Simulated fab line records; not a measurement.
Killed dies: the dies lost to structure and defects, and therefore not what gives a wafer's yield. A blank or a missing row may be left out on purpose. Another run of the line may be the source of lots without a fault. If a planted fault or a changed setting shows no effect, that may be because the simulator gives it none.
A lot that was struck, set against a sound lot :: flow gf180mcu :: 31 steps out of a route of 602
Sound: the wafers L309.4, L309.5, L309.6. The struck wafers were L312.1, L312.5, L312.6. The cause comes at the end.
Per side, at each step with rows, come the tool, then ch with its chambers, and then its first start. Under that, the readings that differ: sound wafers :: struck wafers :: difference of the means :: sigmas: that difference in standard deviations of wafers without a fault.
alike: readings whose means differ by less than 2 such deviations, and words and numbers that are the same on both sides. not compared: withheld readings, readings that some wafer has no value for, bounds like >300 that may hide the same value, and numbers for which the record gives no deviation and whose values overlap.
A row with sigmas, a row that says differs or no value, or rows on one side alone: a step with any of these is where the two part. Numbers that have no deviation but don't overlap get no sigmas and don't part them. A reading that every wafer of one side lacks parts them only if that side has two wafers or more.

first, 1 step without rows for these wafers: GF_STI_CVD_23 (deposits SiO2, target thk 650 nm, time 108.3 s).
GF_STI_THK_MEAS_24:
  sound on film-metro-03, day 3 06:31; struck on film-metro-03, day 3 22:42
  alike: STI_CVD_23_THK
GF_STI_CMP_25: polishes, stops on Si3N4, t overpolish 33 s, target thk 524.6 nm.
  sound on cmp-02 ch 0,2,3, day 3 06:41; struck on cmp-01 ch 1,2,3, day 3 22:52
  alike: head-pressure-psi, motor-current-A, overpolish-run-s, slurry-flow-ml-min, time-to-endpoint-s
then, 4 steps without rows for these wafers: GF_STI_WET_ETCH_26 (etches SiO2 in dHF, target depth 94 nm, time 188 s); GF_STI_WET_ETCH_27 (etches Si3N4 in H3PO4, target depth 160 nm, time 1825 s); GF_STI_WET_ETCH_28 (etches SiO2 in dHF, target depth 20 nm, time 40 s); GF_STI_OXIDATION_29 (stabilise 600 s, purge 300 s, target thk 10 nm).
GF_STI_THK_MEAS_30:
  sound on film-metro-03, day 3 08:52; struck on film-metro-03, day 4 01:07
  alike: STI_OXIDATION_02_THK
then, 4 steps without rows for these wafers: GF_DNWELL_DEHYDRATE_00 (time 60 s); GF_DNWELL_HMDS_01 (prime time 60 s); GF_DNWELL_COAT_02 (resist thk 3000 nm); GF_DNWELL_SOFTBAKE_03.
GF_DNWELL_EXPOSE_04: exposes mask DNWELL, target cd 1700 nm.
  sound on iline-stepper-01 ch 0, day 3 15:37; struck on iline-stepper-01 ch 0, day 4 07:35
reading: mask
sound: DNWELL#0 DNWELL#0 DNWELL#0
struck: Nwell#0 Nwell#0 Nwell#0
difference: differs
sigmas: 
  alike: focus-offset-nm
then, 3 steps without rows for these wafers: GF_DNWELL_PEB_05; GF_DNWELL_DEVELOP_06 (develop time 60 s); GF_DNWELL_IMPLANT_07.
GF_DNWELL_STRIP_08: strips in O2/N2.
  sound on plasma-asher-04 ch 0,1, day 3 22:14; struck on plasma-asher-01 ch 0,1, day 4 14:15
reading: drypump-motor-current-A (A)
sound: 5.3 5.8 5.4
struck: 6.7 6.6 6.7
difference: +1.2
sigmas: +2
  alike: heater-power-w, oes-product-au, strip-time-to-endpoint-s
  not compared: rf-hours-counter-h
GF_DNWELL_TW_MEAS_09:
  sound on film-metro-02, day 3 22:19; struck on film-metro-02, day 4 14:21
reading: DNWELL_TW
sound: 1370 1370 1373
struck: 31 31 31
difference: -1340
sigmas: -64
then, 7 steps without rows for these wafers: GF_NWELL_DEHYDRATE_00 (time 60 s); GF_NWELL_HMDS_01 (prime time 60 s); GF_NWELL_COAT_02 (resist thk 3000 nm); GF_NWELL_SOFTBAKE_03; GF_NWELL_EXPOSE_04 (exposes mask Nwell, target cd 860 nm); GF_NWELL_PEB_05; GF_NWELL_DEVELOP_06 (develop time 60 s).
GF_NWELL_OVL_MEAS_07:
  sound on overlay-01, day 4 11:25; struck on overlay-01, day 5 03:51
  alike: NWELL_OVL
then, 2 steps without rows for these wafers: GF_NWELL_IMPLANT_08; GF_NWELL_IMPLANT_09.
GF_NWELL_STRIP_10: strips in O2/N2.
  sound on plasma-asher-02 ch 0,1, day 4 11:46; struck on plasma-asher-03 ch 0,1, day 5 04:11
  alike: drypump-motor-current-A, heater-power-w, oes-product-au, strip-time-to-endpoint-s
  not compared: rf-hours-counter-h
GF_NWELL_TW_MEAS_11:
  sound on film-metro-04, day 4 11:52; struck on film-metro-04, day 5 04:17
reading: NWELL_TW
sound: 1588 1595 1587
struck: 1858 1859 1859
difference: +269
sigmas: +14
then, 1 step without rows for these wafers: GF_LVPWELL_DEHYDRATE_00 (time 60 s).

WHERE THEY PART
Earliest at GF_DNWELL_EXPOSE_04; latest, in this record, at GF_NWELL_TW_MEAS_11.

WHY: what the simulator had put in
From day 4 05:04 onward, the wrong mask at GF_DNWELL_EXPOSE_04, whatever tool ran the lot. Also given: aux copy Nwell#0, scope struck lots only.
